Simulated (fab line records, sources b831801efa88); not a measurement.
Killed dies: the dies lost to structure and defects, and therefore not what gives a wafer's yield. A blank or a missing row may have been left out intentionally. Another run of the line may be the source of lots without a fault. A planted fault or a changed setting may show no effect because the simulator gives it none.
Which of the tools did it? / flow sky130 / 7 lots with 21 wafers sampled at 3 steps, on a route of 708 steps

== WHAT EACH GAUGE READ, for each wafer ==
SKY_POLY_GATE_THK_MEAS_01.
lot=L499; measured=day 15 01:33; on=film metro-04; POLY_GATE_CVD_00_THK (nm)=177.7 178.9 177.4
lot=L501; measured=day 15 22:09; on=film metro-02; POLY_GATE_CVD_00_THK (nm)=180.4 178.8 180.4
lot=L504; measured=day 17 02:19; on=film metro-04; POLY_GATE_CVD_00_THK (nm)=179.9 179.9 180.7
lot=L508; measured=day 18 13:10; on=film metro-02; POLY_GATE_CVD_00_THK (nm)=226.2 227.3 226.2
lot=L510; measured=day 18 20:18; on=film metro-03; POLY_GATE_CVD_00_THK (nm)=224.2 226.9 224.7
lot=L516; measured=day 21 03:34; on=film metro-02; POLY_GATE_CVD_00_THK (nm)=181.4 181.3 180.4
lot=L518; measured=day 22 08:44; on=film metro-03; POLY_GATE_CVD_00_THK (nm)=182.3 181.5 182.3

== WHICH TOOL RAN EACH LOT (tool, then ch and the chambers of the sampled wafers, then the start) ==
lot=L499; SKY_DNWELL_STRIP_08=plasma asher-02 ch 0,1, day 3 21:35; SKY_POLY_GATE_CVD_00=lpcvd-01 ch 0, day 15 00:21
lot=L501; SKY_DNWELL_STRIP_08=plasma asher-02 ch 0,1, day 4 13:20; SKY_POLY_GATE_CVD_00=lpcvd-01 ch 0, day 15 20:57
lot=L504; SKY_DNWELL_STRIP_08=plasma asher-03 ch 0,1, day 5 01:01; SKY_POLY_GATE_CVD_00=lpcvd-01 ch 0, day 17 01:05
lot=L508; SKY_DNWELL_STRIP_08=plasma asher-02 ch 0,1, day 5 20:26; SKY_POLY_GATE_CVD_00=lpcvd-01 ch 1, day 18 11:57
lot=L510; SKY_DNWELL_STRIP_08=plasma asher-03 ch 0,1, day 6 11:13; SKY_POLY_GATE_CVD_00=lpcvd-01 ch 1, day 18 19:06
lot=L516; SKY_DNWELL_STRIP_08=plasma asher-04 ch 0,1, day 7 23:41; SKY_POLY_GATE_CVD_00=lpcvd-01 ch 0, day 21 02:22
lot=L518; SKY_DNWELL_STRIP_08=plasma asher-03 ch 1, day 8 14:44; SKY_POLY_GATE_CVD_00=lpcvd-01 ch 0, day 22 07:31
- SKY_DNWELL_STRIP_08: strips in O2/N2.
- SKY_POLY_GATE_CVD_00: deposits poly-Si, target thk 180 nm, time 720 s.

== THE ANSWER, worked out from the rows above alone ==
Rule: what is usual is taken from the lots themselves. Put in order of their means at a reading, lots are off if they are a third of the lots or fewer, leave a main group of 4 or more, and stand apart from it by a gap of 3 or more times the standard deviation of the main group's means; of several such gaps the widest counts. A main group whose means are all the same, to the digits that the tables above print for the reading, isn't used. A lot without any number at a reading at which 4 lots or more have one is off too. Where the step has rows for the other lots, those lots are counted as sound.
Off: at SKY_POLY_GATE_THK_MEAS_01 (POLY_GATE_CVD_00_THK), L508, L510. Mean 180.2 nm and standard deviation 1.3 in the main group.
A tool fits if, at a process step before that reading, it ran every lot that is off, and no sound lot after the first of them. Those tools and the gauges at SKY_POLY_GATE_THK_MEAS_01 are tried in the same way. None of those tried fits.

== WHAT THE SIMULATOR PUT IN ==
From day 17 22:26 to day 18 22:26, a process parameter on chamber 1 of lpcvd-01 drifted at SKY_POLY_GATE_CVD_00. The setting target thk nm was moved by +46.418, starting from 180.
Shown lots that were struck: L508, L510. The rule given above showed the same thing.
